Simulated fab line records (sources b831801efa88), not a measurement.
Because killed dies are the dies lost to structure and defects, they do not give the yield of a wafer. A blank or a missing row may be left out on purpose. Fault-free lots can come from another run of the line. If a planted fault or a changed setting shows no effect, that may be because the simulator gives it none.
Chamber matching || flow gf180mcu || rie diel-04 running GF_STI_ETCH_13: 4 sister chambers
The step etches the open film in CHF3/O2, stops on Si, target depth 282.31 nm, time 112.9 s. 4 wafers are shown with their chamber, then 7 later ones without.

## WAFERS, EACH WITH ITS CHAMBER
{"wafer": "L091.2", "chamber": 2, "drypump motor current A (A)": 5.1}
{"wafer": "L091.3", "chamber": 3, "drypump motor current A (A)": 5.7}
{"wafer": "L093.3", "chamber": 0, "drypump motor current A (A)": 6.0}
{"wafer": "L093.4", "chamber": 1, "drypump motor current A (A)": 6.6}

## WAFERS MISSING THEIR CHAMBER
{"wafer": "L093.6", "drypump motor current A (A)": 6.6}
{"wafer": "L094.1", "drypump motor current A (A)": 5.7}
{"wafer": "L094.4", "drypump motor current A (A)": 6.6}
{"wafer": "L094.6", "drypump motor current A (A)": 6.0}
{"wafer": "L095.2", "drypump motor current A (A)": 5.7}
{"wafer": "L095.3", "drypump motor current A (A)": 6.5}
{"wafer": "L095.6", "drypump motor current A (A)": 6.0}

## WHICH CHAMBER EACH ONE RAN IN
{"wafer": "L093.6", "from the rows above": 1, "in truth": 1}
{"wafer": "L094.1", "from the rows above": 3, "in truth": 3}
{"wafer": "L094.4", "from the rows above": 1, "in truth": 1}
{"wafer": "L094.6", "from the rows above": 0, "in truth": 0}
{"wafer": "L095.2", "from the rows above": 3, "in truth": 3}
{"wafer": "L095.3", "from the rows above": 1, "in truth": 1}
{"wafer": "L095.6", "from the rows above": 0, "in truth": 0}
7 of 7 placed correctly. Number that these rows cannot place: 0. Wrongly placed: 0.
How it was worked out, from the rows above alone: a wafer's distance from a chamber is the root of the sum, over the readings, of the square of ((its reading less the chamber's mean) divided by the reading's scatter). If the next closest chamber is less than 2 further off than the closest, the wafer can't be placed; otherwise it belongs to the closest. For every chamber, the mean is computed from those of its wafers that are shown. The scatter: root of mean squared gap, hidden wafer to nearest shown wafer, with one shown wafer a chamber.
